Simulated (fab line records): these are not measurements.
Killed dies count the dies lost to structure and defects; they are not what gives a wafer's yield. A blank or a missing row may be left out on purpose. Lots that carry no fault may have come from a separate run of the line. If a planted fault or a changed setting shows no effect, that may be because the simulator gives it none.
fab line records    flow gf180mcu
[record] lots = 24  wafers = 72  lastDay = 34
route steps=602 shown V3@452 M4@456 V4@480
lots with no fault: from the same line, run without faults
startH: start of the lot's first displayed wafer, in hours after the record's first day    waitH: hours elapsed since this lot's preceding step    " unchanged from the row above    L1.1+2: a single row standing in for several wafers    - no value, or no start was given    * or withheld: withheld    < > ~ a bound
route shown NAME@n: a module of which the file shows steps, and the number in the route of the first    usual: average and standard deviation across the fault-free wafers    same: alike in all rows    chamber/n: place in a boat    sites: the reading at each site    _std_site: the standard deviation of these    _edge_site: inner sites' mean taken away from outer sites' mean    radiusMm: how far each site lies from the wafer's centre    mask NAME#n: copy n    behind: tool/chamber where the wafer was last shaped    hold: why the lot went on hold/how many hours it stayed there/how the hold came to an end    device: the transistor (n, p or np) that didn't switch    end of line: tests of these same wafers at the route's end    a step without rows: its recipe alone    killed: at the first sort, the dies lost to defects and structure; wafer yield is something else    map: per-die view of a wafer (x killed, . not killed, _ where there is no die)
set.NAME: the setting that was run; set.NAME@STEP: the one run at that earlier step    model.NAME: the simulator's own value behind a step, which no gauge read
a sample of lots followed through the steps of the route, with each step as a table and each wafer as a row
services: from which hour (startH, from the record's first day; less than 0 if before it) a tool's chamber was out of use, for how many hours, and why
[[steps]]
[step GF_V3_CVD_23]
[recipe] material = W  targetThkNm = 350  timeS = 104.9  tempC = 400  pressureTorr = 40
[usual] heaterPowerW = 829/100
lot.wafer  tool     chamber  startH  waitH  heaterPowerW
L074.1     cvdW-02  0        511.13  0.0    965
L074.2     "        1        "       "      677
L074.6     "        1        "       "      683
L075.3     cvdW-02  0        519.15  0.1    960
L075.5     "        1        "       "      690
L075.6     "        0        "       "      963
L076.2     cvdW-02  1        525.68  0.0    703
L076.3     "        0        "       "      940
L076.5     "        0        "       "      978
L077.3     cvdW-02  0        537.89  0.1    972
L077.4     "        1        "       "      695
L077.5     "        0        "       "      943
L078.1     cvdW-02  1        547.20  0.0    691
L078.3     "        0        "       "      968
L078.6     "        1        "       "      692
L079.1     cvdW-01  1        557.68  0.0    784
L079.3     "        0        "       "      891
L079.4     "        1        "       "      789
L080.1     cvdW-01  1        566.61  0.0    789
L080.2     "        0        "       "      891
L080.3     "        1        "       "      778
L081.1     cvdW-01  1        577.50  0.0    788
L081.4     "        0        "       "      880
L081.6     "        1        "       "      789
L083.1     cvdW-01  1        587.20  0.0    781
L083.5     "        0        "       "      900
L083.6     "        1        "       "      784
L082.2     cvdW-01  1        591.60  0.0    791
L082.5     "        0        "       "      883
L082.6     "        1        "       "      793
L084.1     cvdW-01  1        608.23  0.0    812
L084.5     "        0        "       "      898
L084.6     "        1        "       "      806
L085.1     cvdW-02  1        618.25  0.0    681
L085.2     "        0        "       "      959
L085.4     "        0        "       "      968
L086.3     cvdW-02  0        620.04  0.1    950
L086.5     "        0        "       "      983
L086.6     "        1        "       "      717
L087.1     cvdW-02  0        628.50  0.0    960
L087.3     "        1        "       "      689
L087.4     "        0        "       "      957
L088.1     cvdW-01  0        635.81  0.0    865
L088.2     "        1        "       "      785
L088.3     "        1        "       "      791
L089.2     cvdW-01  1        645.15  0.0    791
L089.3     "        0        "       "      891
L089.5     "        0        "       "      878
L090.2     cvdW-01  1        649.72  0.0    800
L090.3     "        0        "       "      895
L090.5     "        1        "       "      820
L091.2     cvdW-02  1        650.64  0.0    695
L091.4     "        1        "       "      692
L091.5     "        0        "       "      993
L092.2     cvdW-01  0        659.24  0.0    863
L092.3     "        1        "       "      809
L092.6     "        0        "       "      869
L093.1     cvdW-02  1        661.81  0.0    700
L093.3     "        1        "       "      681
L093.4     "        0        "       "      956
L094.1     cvdW-02  1        675.73  0.0    693
L094.4     "        1        "       "      690
L094.5     "        0        "       "      961
L095.1     cvdW-01  1        677.31  0.0    807
L095.4     "        1        "       "      818
L095.6     "        1        "       "      789
L096.2     cvdW-01  1        681.89  0.1    778
L096.4     "        1        "       "      809
L096.5     "        1        "       "      793
L097.2     cvdW-02  0        688.55  0.0    948
L097.4     "        1        "       "      687
L097.5     "        0        "       "      945
[step GF_M4_SPUTTER_00]
[recipe] material = Ti  targetThkNm = 37.5  arrivingIonEnergyEv = 80  substrateTempC = 200  chamberPressurePa = 2  powerW = 4000  timeS = 150
[usual] substrateTempC = 199.96/0.16  throttleValvePct = 30.3/1
lot.wafer  tool           chamber  startH  waitH  substrateTempC  throttleValvePct
L074.1     pvdSputter-02  -        511.72  0.1    199.77          31.1
L074.2     "              -        "       "      200.03          31.2
L074.6     "              -        "       "      200.03          31.5
L075.3     pvdSputter-01  -        519.70  0.1    200.09          29.5
L075.5     "              -        "       "      199.98          31.2
L075.6     "              -        "       "      200.36          29.2
L076.2     pvdSputter-04  -        526.27  0.2    200.06          29.6
L076.3     "              -        "       "      200.13          28.4
L076.5     "              -        "       "      200.01          30.3
L077.3     pvdSputter-02  -        538.44  0.1    200.09          31.3
L077.4     "              -        "       "      199.84          31.9
L077.5     "              -        "       "      200.06          30.7
L078.1     pvdSputter-04  -        547.79  0.1    199.97          30.2
L078.3     "              -        "       "      199.96          28.4
L078.6     "              -        "       "      200.19          30.6
L079.1     pvdSputter-04  -        558.27  0.2    199.84          31.0
L079.3     "              -        "       "      199.94          30.4
L079.4     "              -        "       "      199.93          29.3
L080.1     pvdSputter-04  -        567.20  0.2    200.11          30.3
L080.2     "              -        "       "      200.07          29.5
L080.3     "              -        "       "      199.63          30.9
L081.1     pvdSputter-04  -        578.09  0.1    199.69          30.4
L081.4     "              -        "       "      200.39          30.8
L081.6     "              -        "       "      200.00          28.6
L083.1     pvdSputter-02  -        587.79  0.1    199.80          31.6
L083.5     "              -        "       "      199.95          31.8
L083.6     "              -        "       "      200.14          30.9
L082.2     pvdSputter-02  -        592.19  0.2    199.88          31.1
L082.5     "              -        "       "      200.15          31.1
L082.6     "              -        "       "      200.17          29.5
L084.1     pvdSputter-01  -        608.82  0.1    199.94          31.5
L084.5     "              -        "       "      200.01          31.4
L084.6     "              -        "       "      199.88          29.3
L085.1     pvdSputter-02  -        618.91  0.1    199.86          31.1
L085.2     "              -        "       "      199.77          29.2
L085.4     "              -        "       "      199.69          29.6
L086.3     pvdSputter-04  -        620.59  0.1    200.15          30.9
L086.5     "              -        "       "      200.07          30.9
L086.6     "              -        "       "      200.47          29.5
L087.1     pvdSputter-04  -        629.09  0.1    200.08          29.5
L087.3     "              -        "       "      199.81          28.8
L087.4     "              -        "       "      199.92          30.4
L088.1     pvdSputter-02  -        636.40  0.2    199.87          29.4
L088.2     "              -        "       "      199.90          31.2
L088.3     "              -        "       "      199.89          30.8
L089.2     pvdSputter-04  -        645.74  0.1    199.91          30.8
L089.3     "              -        "       "      199.99          28.6
L089.5     "              -        "       "      199.94          29.4
L090.2     pvdSputter-01  -        650.32  0.2    199.95          31.4
L090.3     "              -        "       "      199.98          28.9
L090.5     "              -        "       "      199.86          31.3
L091.2     pvdSputter-04  -        651.23  0.1    199.99          29.5
L091.4     "              -        "       "      199.94          31.0
L091.5     "              -        "       "      199.96          29.3
L092.2     pvdSputter-01  -        659.83  0.2    199.98          29.4
L092.3     "              -        "       "      200.06          31.5
L092.6     "              -        "       "      200.12          29.0
L093.1     pvdSputter-01  -        662.40  0.1    200.05          31.4
L093.3     "              -        "       "      200.24          29.1
L093.4     "              -        "       "      200.26          29.4
L094.1     pvdSputter-01  -        676.32  0.1    199.73          31.3
L094.4     "              -        "       "      200.19          31.3
L094.5     "              -        "       "      199.89          29.4
L095.1     pvdSputter-02  -        678.01  0.1    200.25          30.7
L095.4     "              -        "       "      199.78          31.0
L095.6     "              -        "       "      200.13          31.0
L096.2     pvdSputter-04  -        682.55  0.2    199.86          28.7
L096.4     "              -        "       "      199.82          31.1
L096.5     "              -        "       "      199.76          30.1
L097.2     pvdSputter-01  -        689.14  0.2    200.01          29.3
L097.4     "              -        "       "      200.01          29.3
L097.5     "              -        "       "      200.07          31.5
[step GF_M4_OVL_MEAS_15]
[usual] M4_OVL = 5/5.7
lot.wafer  tool        chamber  startH  waitH  M4_OVL[nm]
L074.1     overlay-02  -        535.58  0.1    14
L074.2     "           -        "       "      7
L074.6     "           -        "       "      17
L075.3     overlay-01  -        542.61  0.1    7
L075.5     "           -        "       "      5
L075.6     "           -        "       "      0
L076.2     overlay-02  -        549.46  0.1    -4
L076.3     "           -        "       "      -4
L076.5     "           -        "       "      0
L077.3     overlay-02  -        561.76  0.1    7
L077.4     "           -        "       "      7
L077.5     "           -        "       "      5
L078.1     overlay-02  -        569.43  0.1    9
L078.3     "           -        "       "      6
L078.6     "           -        "       "      9
L079.1     overlay-02  -        580.20  0.1    10
L079.3     "           -        "       "      12
L079.4     "           -        "       "      7
L080.1     overlay-01  -        589.33  0.1    -2
L080.2     "           -        "       "      7
L080.3     "           -        "       "      -3
L081.1     overlay-01  -        600.25  0.1    -2
L081.4     "           -        "       "      4
L081.6     "           -        "       "      -3
L083.1     overlay-02  -        609.73  0.1    14
L083.5     "           -        "       "      8
L083.6     "           -        "       "      15
L082.2     overlay-01  -        613.69  0.1    -1
L082.5     "           -        "       "      3
L082.6     "           -        "       "      1
L084.1     overlay-02  -        630.30  0.1    8
L084.5     "           -        "       "      8
L084.6     "           -        "       "      5
L085.1     overlay-02  -        639.40  0.1    13
L085.2     "           -        "       "      6
L085.4     "           -        "       "      3
L086.3     overlay-01  -        640.86  0.1    14
L086.5     "           -        "       "      12
L086.6     "           -        "       "      10
L087.1     overlay-01  -        649.05  0.1    1
L087.3     "           -        "       "      0
L087.4     "           -        "       "      -1
L088.1     overlay-02  -        656.33  0.1    7
L088.2     "           -        "       "      8
L088.3     "           -        "       "      10
L089.2     overlay-02  -        665.06  0.1    4
L089.3     "           -        "       "      0
L089.5     "           -        "       "      2
L090.2     overlay-02  -        669.89  0.1    3
L090.3     "           -        "       "      0
L090.5     "           -        "       "      4
L091.2     overlay-02  -        670.54  0.1    10
L091.4     "           -        "       "      13
L091.5     "           -        "       "      10
L092.2     overlay-01  -        679.56  0.1    4
L092.3     "           -        "       "      4
L092.6     "           -        "       "      4
L093.1     overlay-02  -        682.30  0.1    4
L093.3     "           -        "       "      3
L093.4     "           -        "       "      11
L094.1     overlay-02  -        694.95  0.1    -3
L094.4     "           -        "       "      -12
L094.5     "           -        "       "      -2
L095.1     overlay-01  -        697.10  0.1    8
L095.4     "           -        "       "      -2
L095.6     "           -        "       "      7
L096.2     overlay-01  -        701.09  0.1    6
L096.4     "           -        "       "      11
L096.5     "           -        "       "      2
L097.2     overlay-01  -        707.42  0.1    9
L097.4     "           -        "       "      6
L097.5     "           -        "       "      0
[step GF_M4_STRIP_17]
[recipe] chemistry = O2/N2  powerW = 1400  pressureMtorr = 1500  platenTempC = 250  o2FlowSccm = 3000  n2FlowSccm = 300  overashFraction = 0.5
[usual] drypumpMotorCurrentA = 5.5/0.34  heaterPowerW = 353/46  oesProductAu = 0.557/0.005  stripTimeToEndpointS = 7.86/0.051
lot.wafer  tool            chamber  startH  waitH  drypumpMotorCurrentA  heaterPowerW  oesProductAu  rfHoursCounterH  stripTimeToEndpointS
L074.1     plasmaAsher-04  1        535.84  0.2    5.0                   308           0.558         98               7.86
L074.2     "               0        "       "      5.9                   308           0.561         98               7.82
L074.6     "               0        "       "      5.9                   321           0.565         -                7.87
L075.3     plasmaAsher-02  1        542.78  0.1    5.6                   415           0.547         -                7.76
L075.5     "               0        "       "      5.5                   401           0.553         -                7.82
L075.6     "               1        "       "      5.6                   432           0.552         -                7.79
L076.2     plasmaAsher-04  1        549.60  0.1    5.0                   306           0.547         99               7.77
L076.3     "               0        "       "      5.9                   308           0.554         -                7.80
L076.5     "               0        "       "      5.9                   315           0.552         -                7.81
L077.3     plasmaAsher-04  1        561.93  0.1    5.0                   307           0.563         -                7.89
L077.4     "               0        "       "      5.9                   317           0.563         -                7.94
L077.5     "               1        "       "      5.0                   307           0.553         -                7.88
L078.1     plasmaAsher-04  0        569.58  0.1    5.9                   310           0.562         101              7.99
L078.3     "               0        "       "      5.9                   315           0.555         -                7.91
L078.6     "               1        "       "      5.0                   316           0.553         -                7.88
L079.1     plasmaAsher-04  1        580.35  0.1    5.0                   312           0.557         102              7.92
L079.3     "               0        "       "      5.9                   309           0.546         -                7.89
L079.4     "               1        "       "      4.9                   302           0.565         -                7.85
L080.1     plasmaAsher-04  0        589.48  0.1    5.9                   312           0.556         103              7.88
L080.2     "               1        "       "      5.0                   312           0.557         103              7.87
L080.3     "               1        "       "      5.0                   307           0.560         -                7.89
L081.1     plasmaAsher-02  1        600.40  0.1    5.6                   409           0.556         41               7.87
L081.4     "               0        "       "      5.5                   396           0.559         -                7.86
L081.6     "               1        "       "      5.6                   429           0.560         -                7.85
L083.1     plasmaAsher-03  1        609.88  0.1    5.5                   371           0.556         86               7.85
L083.5     "               0        "       "      5.8                   332           0.562         -                7.80
L083.6     "               1        "       "      5.5                   374           0.560         -                7.86
L082.2     plasmaAsher-02  0        613.83  0.1    5.5                   396           0.554         42               7.96
L082.5     "               0        "       "      5.4                   396           0.561         -                7.88
L082.6     "               1        "       "      5.6                   421           0.563         -                7.94
L084.1     plasmaAsher-03  1        630.45  0.1    5.5                   374           0.558         89               7.90
L084.5     "               1        "       "      5.5                   371           0.563         -                7.93
L084.6     "               0        "       "      5.9                   333           0.558         -                7.92
L085.1     plasmaAsher-02  1        639.55  0.1    5.6                   416           0.555         45               7.89
L085.2     "               0        "       "      5.4                   398           0.552         45               7.89
L085.4     "               1        "       "      5.6                   415           0.558         -                7.88
L086.3     plasmaAsher-04  1        641.03  0.1    5.0                   302           0.554         -                7.80
L086.5     "               1        "       "      5.0                   302           0.563         -                7.86
L086.6     "               0        "       "      5.9                   309           0.557         -                7.80
L087.1     plasmaAsher-04  1        649.20  0.1    5.0                   305           0.552         110              7.79
L087.3     "               0        "       "      5.9                   314           0.561         -                7.80
L087.4     "               1        "       "      5.0                   306           0.557         -                7.82
L088.1     plasmaAsher-03  0        656.48  0.1    5.9                   337           0.559         91               7.89
L088.2     "               1        "       "      5.5                   369           0.555         91               7.84
L088.3     "               1        "       "      5.5                   368           0.555         -                7.85
L089.2     plasmaAsher-04  0        665.20  0.1    5.9                   312           0.557         111              7.87
L089.3     "               0        "       "      5.9                   308           0.551         -                7.91
L089.5     "               0        "       "      5.9                   314           0.566         -                7.92
L090.2     plasmaAsher-02  1        670.03  0.1    5.6                   429           0.559         48               7.86
L090.3     "               0        "       "      5.4                   398           0.550         -                7.80
L090.5     "               0        "       "      5.4                   398           0.557         -                7.82
L091.2     plasmaAsher-04  1        670.68  0.1    4.9                   303           0.563         112              7.86
L091.4     "               0        "       "      5.9                   312           0.554         -                7.83
L091.5     "               0        "       "      5.9                   307           0.560         -                7.86
L092.2     plasmaAsher-04  0        679.70  0.1    5.9                   319           0.557         113              7.84
L092.3     "               0        "       "      5.9                   316           0.556         -                7.81
L092.6     "               0        "       "      5.9                   312           0.547         -                7.82
L093.1     plasmaAsher-03  0        682.45  0.1    5.9                   329           0.560         93               7.88
L093.3     "               1        "       "      5.5                   366           0.563         -                7.90
L093.4     "               0        "       "      5.9                   321           0.557         -                7.86
L094.1     plasmaAsher-02  0        695.10  0.1    5.5                   407           0.554         51               7.85
L094.4     "               0        "       "      5.5                   391           0.558         -                7.86
L094.5     "               1        "       "      5.6                   423           0.552         -                7.79
L095.1     plasmaAsher-02  0        697.25  0.1    5.5                   395           0.547         51               7.74
L095.4     "               1        "       "      5.6                   426           0.546         -                7.78
L095.6     "               0        "       "      5.5                   399           0.561         -                7.83
L096.2     plasmaAsher-02  0        701.23  0.1    5.4                   388           0.559         52               7.85
L096.4     "               0        "       "      5.4                   393           0.556         -                7.81
L096.5     "               0        "       "      5.4                   387           0.549         -                7.80
L097.2     plasmaAsher-02  1        707.56  0.1    5.5                   419           0.560         52               7.95
L097.4     "               1        "       "      5.6                   426           0.553         -                7.94
L097.5     "               0        "       "      5.5                   387           0.560         -                7.94
[step GF_V4_CMP_04]
[recipe] material = SiO2  downForcePsi = 4  platenRpm = 60  padVelocityMS = 0.94248
[usual] edgeZonePressureFrac = 1.000/0.0047  motorCurrentA = 12.6/1.1  retainingRingPressureFrac = 1.000/0.0051  timeToEndpointS = 81/4.2
lot.wafer  tool    chamber  startH  waitH  edgeZonePressureFrac  motorCurrentA  retainingRingPressureFrac  timeToEndpointS
L074.1     cmp-02  2        536.74  0.1    0.998                 13.8           1.000                      77
L074.2     "       3        "       "      0.999                 14.4           1.003                      78
L074.6     "       0        "       "      0.995                 12.7           1.003                      81
L075.3     cmp-02  2        543.70  0.2    1.001                 14.2           1.002                      78
L075.6     "       3        "       "      0.997                 13.6           0.996                      81
L075.5     "       0        "       "      1.000                 12.8           1.001                      86
L076.2     cmp-01  3        550.51  0.1    1.010                 12.9           1.003                      78
L076.3     "       0        "       "      1.007                 10.9           1.009                      73
L076.5     "       1        "       "      1.011                 11.9           1.002                      82
L077.4     cmp-02  0        562.79  0.1    0.997                 13.3           0.998                      86
L077.3     "       1        "       "      0.996                 12.5           1.010                      83
L077.5     "       2        "       "      0.997                 14.1           0.999                      84
L078.1     cmp-02  1        570.41  0.1    1.005                 12.8           0.989                      83
L078.3     "       2        "       "      1.005                 14.4           1.001                      81
L078.6     "       1        "       "      0.995                 13.0           0.994                      84
L079.4     cmp-01  1        581.15  0.0    0.998                 11.8           1.001                      82
L079.3     "       2        "       "      1.000                 11.0           0.999                      73
L079.1     "       0        "       "      1.001                 11.0           1.003                      79
L080.3     cmp-02  3        590.28  0.0    1.001                 13.8           0.993                      73
L080.2     "       0        "       "      0.997                 13.6           0.995                      76
L080.1     "       2        "       "      0.994                 13.2           0.994                      77
L081.4     cmp-01  0        601.36  0.1    0.998                 11.4           0.996                      82
L081.1     "       1        "       "      1.001                 11.8           0.997                      77
L081.6     "       3        "       "      1.002                 12.9           1.012                      84
L083.1     cmp-01  2        610.67  0.1    1.000                 11.2           0.997                      75
L083.5     "       2        "       "      1.002                 10.7           0.992                      81
L083.6     "       3        "       "      1.001                 13.6           1.001                      79
L082.2     cmp-02  0        614.63  0.0    0.998                 12.9           1.008                      73
L082.5     "       0        "       "      1.004                 13.2           1.006                      80
L082.6     "       1        "       "      1.001                 13.0           0.998                      80
L084.1     cmp-01  3        631.34  0.1    0.999                 12.5           1.003                      75
L084.6     "       1        "       "      1.003                 12.1           1.008                      85
L084.5     "       2        "       "      1.006                 11.4           0.994                      85
L085.4     cmp-02  2        640.69  0.0    0.995                 14.0           0.998                      83
L085.2     "       3        "       "      0.997                 14.3           1.009                      75
L085.1     "       1        "       "      0.999                 12.4           0.998                      81
L086.3     cmp-02  1        641.89  0.1    0.995                 13.6           1.003                      78
L086.5     "       3        "       "      1.003                 13.7           1.004                      86
L086.6     "       0        "       "      1.002                 13.7           0.997                      76
L087.3     cmp-02  0        649.99  0.0    1.005                 13.3           0.995                      76
L087.1     "       1        "       "      0.997                 13.0           0.994                      81
L087.4     "       2        "       "      1.011                 13.4           0.996                      79
L088.1     cmp-02  1        657.31  0.1    1.006                 12.2           1.000                      82
L088.2     "       2        "       "      1.002                 13.4           1.002                      80
L088.3     "       3        "       "      1.003                 13.3           1.001                      86
L089.2     cmp-01  2        666.05  0.1    1.000                 10.9           1.005                      78
L089.3     "       0        "       "      1.005                 10.8           1.004                      81
L089.5     "       1        "       "      1.002                 12.3           0.996                      88
L090.2     cmp-01  3        670.86  0.0    0.998                 12.6           0.994                      78
L090.3     "       1        "       "      0.994                 11.7           1.002                      82
L090.5     "       3        "       "      1.000                 12.4           1.004                      88
L091.4     cmp-01  2        671.51  0.0    0.991                 10.8           0.998                      81
L091.2     "       3        "       "      1.008                 13.2           1.006                      81
L091.5     "       3        "       "      1.001                 12.7           1.009                      80
L092.2     cmp-02  3        680.49  0.0    1.006                 13.8           1.001                      73
L092.3     "       1        "       "      0.997                 12.8           0.996                      82
L092.6     "       3        "       "      0.997                 14.5           1.005                      82
L093.4     cmp-01  3        683.29  0.1    0.994                 12.8           1.008                      87
L093.1     "       0        "       "      1.001                 11.3           0.994                      82
L093.3     "       1        "       "      0.993                 11.8           0.993                      83
L094.1     cmp-02  1        695.94  0.1    0.997                 12.4           1.000                      82
L094.4     "       2        "       "      1.007                 14.0           1.001                      84
L094.5     "       2        "       "      0.998                 13.4           0.998                      81
L095.1     cmp-01  1        698.27  0.1    1.002                 12.1           0.992                      75
L095.4     "       2        "       "      0.995                 11.1           1.008                      78
L095.6     "       0        "       "      1.014                 11.0           0.995                      83
L096.4     cmp-01  3        702.06  0.0    1.005                 12.8           1.001                      90
L096.2     "       0        "       "      0.997                 12.1           1.004                      82
L096.5     "       0        "       "      1.002                 10.5           1.008                      88
L097.2     cmp-01  0        708.44  0.1    1.007                 11.5           1.000                      84
L097.4     "       2        "       "      0.994                 10.9           1.007                      84
L097.5     "       0        "       "      0.999                 11.9           0.999                      88
[step GF_V4_BOW_MEAS_05]
[recipe] mode = bow
[usual] V4_BOW = 133/11
lot.wafer  tool          chamber  startH  waitH  V4_BOW[um]
L074.1     filmMetro-03  -        536.94  0.1    134
L074.2     "             -        "       "      142
L074.6     "             -        "       "      142
L075.3     filmMetro-03  -        543.89  0.1    140
L075.5     "             -        "       "      134
L075.6     "             -        "       "      130
L076.2     filmMetro-01  -        550.73  0.2    132
L076.3     "             -        "       "      143
L076.5     "             -        "       "      128
L077.3     filmMetro-01  -        563.03  0.1    134
L077.4     "             -        "       "      117
L077.5     "             -        "       "      129
L078.1     filmMetro-03  -        570.71  0.2    120
L078.3     "             -        "       "      127
L078.6     "             -        "       "      122
L079.1     filmMetro-03  -        581.45  0.1    140
L079.3     "             -        "       "      140
L079.4     "             -        "       "      130
L080.1     filmMetro-04  -        590.58  0.1    130
L080.2     "             -        "       "      133
L080.3     "             -        "       "      127
L081.1     filmMetro-04  -        601.56  0.1    129
L081.4     "             -        "       "      149
L081.6     "             -        "       "      131
L083.1     filmMetro-04  -        610.97  0.2    142
L083.5     "             -        "       "      151
L083.6     "             -        "       "      147
L082.2     filmMetro-03  -        614.95  0.3    130
L082.5     "             -        "       "      133
L082.6     "             -        "       "      131
L084.1     filmMetro-04  -        631.54  0.1    127
L084.5     "             -        "       "      126
L084.6     "             -        "       "      120
L085.1     filmMetro-04  -        640.99  0.1    113
L085.2     "             -        "       "      116
L085.4     "             -        "       "      126
L086.3     filmMetro-04  -        642.13  0.2    140
L086.5     "             -        "       "      130
L086.6     "             -        "       "      153
L087.1     filmMetro-01  -        650.29  0.2    125
L087.3     "             -        "       "      124
L087.4     "             -        "       "      120
L088.1     filmMetro-04  -        657.61  0.2    135
L088.2     "             -        "       "      140
L088.3     "             -        "       "      143
L089.2     filmMetro-03  -        666.32  0.2    130
L089.3     "             -        "       "      143
L089.5     "             -        "       "      128
L090.2     filmMetro-01  -        671.18  0.3    130
L090.3     "             -        "       "      120
L090.5     "             -        "       "      132
L091.2     filmMetro-04  -        671.83  0.2    127
L091.4     "             -        "       "      124
L091.5     "             -        "       "      139
L092.2     filmMetro-01  -        680.81  0.3    161
L092.3     "             -        "       "      148
L092.6     "             -        "       "      153
L093.1     filmMetro-03  -        683.54  0.1    119
L093.3     "             -        "       "      122
L093.4     "             -        "       "      111
L094.1     filmMetro-04  -        696.24  0.2    126
L094.4     "             -        "       "      133
L094.5     "             -        "       "      129
L095.1     filmMetro-01  -        698.47  0.1    143
L095.4     "             -        "       "      135
L095.6     "             -        "       "      139
L096.2     filmMetro-03  -        702.38  0.2    123
L096.4     "             -        "       "      119
L096.5     "             -        "       "      121
L097.2     filmMetro-04  -        708.71  0.2    145
L097.4     "             -        "       "      157
L097.5     "             -        "       "      158
[[services]]
tool            chamber  startH  hours  kind
cmp-02          -        489.92  1.1    repair
cvdW-02         1        526.59  4.6    repair
plasmaAsher-02  -        526.74  1.9    repair
pvdSputter-02   -        527.22  1.4    repair
cmp-02          -        528.55  3.5    repair
pvdSputter-01   -        532.44  1.1    repair
cmp-02          -        537.57  0.9    repair
cmp-01          -        540.44  3.9    pm
cmp-01          -        555.30  1.2    repair
cvdW-02         -        563.70  1.3    repair
cmp-02          -        572.00  4.0    pm
cmp-02          -        576.00  -      consumableReplace:conditioner
cmp-02          -        576.00  -      consumableReplace:pad
pvdSputter-04   2        587.26  -      consumableReplace:kit
pvdSputter-04   2        587.26  18.0   scheduledDown
pvdSputter-04   2        587.26  18.0   ventCycle
pvdSputter-02   3        606.66  -      consumableReplace:kit
pvdSputter-02   3        606.66  18.0   scheduledDown
pvdSputter-02   3        606.66  18.0   ventCycle
plasmaAsher-04  -        651.06  3.7    repair
plasmaAsher-03  -        662.27  5.9    repair
cvdW-01         0        675.32  7.6    repair
cmp-01          -        690.61  1.9    repair
pvdSputter-02   2        704.90  -      consumableReplace:kit
[[key]]
fault none
